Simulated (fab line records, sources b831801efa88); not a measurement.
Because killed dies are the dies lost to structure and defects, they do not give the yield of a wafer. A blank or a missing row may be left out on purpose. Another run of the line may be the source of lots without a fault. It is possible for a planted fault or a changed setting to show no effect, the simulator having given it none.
One fault through the eyes of 2 desks + flow gf180mcu + what lay behind the numbers comes last; until then each desk has only its own

AT THE METROLOGY DESK
What the gauges read for every lot (on any tool): the sampled wafers with a number, averaged. Marked OUT: a lot whose mean sits more than 4 standard deviations from the usual mean, which makes it out of limits; the brackets give that distance.
Columns: A = LVPWELL_RS at GF_VT_IMPLANT_RS_MEAS_48, usual 1197 ohm/sq; B = SALICIDE_TIN_RS at GF_SALICIDE_RS_MEAS_04, usual 16.5 ohm/sq
| lot  | first seen here | A              | B    |
|------|-----------------|----------------|------|
| L694 | day 7 14:26     | 1196           | 16.6 |
| L695 | day 7 19:01     | 1196           | 16.9 |
| L696 | day 8 04:11     | 1198           | 17.1 |
| L697 | day 8 11:13     | 1191           | 16.5 |
| L700 | day 9 10:19     | 1196           | 16.4 |
| L701 | day 9 22:41     | 1194           | 17.0 |
| L703 | day 10 04:44    | 1197           | 16.3 |
| L704 | day 10 11:53    | 1196           | 16.6 |
| L707 | day 11 07:41    | 1160 (-11) OUT | 16.6 |
| L711 | day 12 11:20    | 1162 (-11) OUT | 16.4 |
| L713 | day 13 01:04    | 1194           | 16.4 |
| L714 | day 13 10:20    | 1200           | 16.3 |
| L715 | day 13 11:52    | 1198           | 16.8 |
| L716 | day 13 18:22    | 1196           | 16.1 |
This desk reports L707, L711 out of limits; the earliest was L707 at day 11 07:41 (LVPWELL_RS at GF_VT_IMPLANT_RS_MEAS_48). L694, L695, L696, L697, L700, L701, L703, L704, L713, L714, L715, L716 stayed within limits.

DESK OF THE TOOL OWNER: implanter-03
GF_LVPWELL_IMPLANT_08, tool's own readings: per-lot mean of the sampled wafers with a number, covering each lot this tool ran. Marked OUT: a lot whose mean sits more than 4 standard deviations from the usual mean, which makes it out of limits; the brackets give that distance.
Columns: A = beam-energy-keV at GF_LVPWELL_IMPLANT_08, usual 169.99
| lot  | first seen here | A                        |
|------|-----------------|--------------------------|
| L701 | day 5 19:50     | 170.02                   |
| L707 | day 6 23:09     | 198.86 (+99 or more) OUT |
| L711 | day 7 21:32     | 198.89 (+99 or more) OUT |
Finding of this desk: L707, L711 out of limits; the first was L707 at day 6 23:09, on beam-energy-keV at GF_LVPWELL_IMPLANT_08. L701 stayed within limits.

BROUGHT TOGETHER
On L707, L711, at day 6 23:09, an alarm was possible from the tool owner's desk.
At day 11 07:41 the metrology desk could have sounded an alarm, on L707, L711.
On implanter-03, each named lot ran GF_LVPWELL_IMPLANT_08.

WHAT THE SIMULATOR HAD PUT IN
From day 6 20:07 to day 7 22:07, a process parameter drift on implanter-03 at GF_LVPWELL_IMPLANT_08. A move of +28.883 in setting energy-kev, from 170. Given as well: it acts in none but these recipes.
Shown lots that were struck: L707, L711.
Counting hours from when the fault started, the first reading out of limits came at 3 for the tool owner's desk and at 108 for the metrology desk.
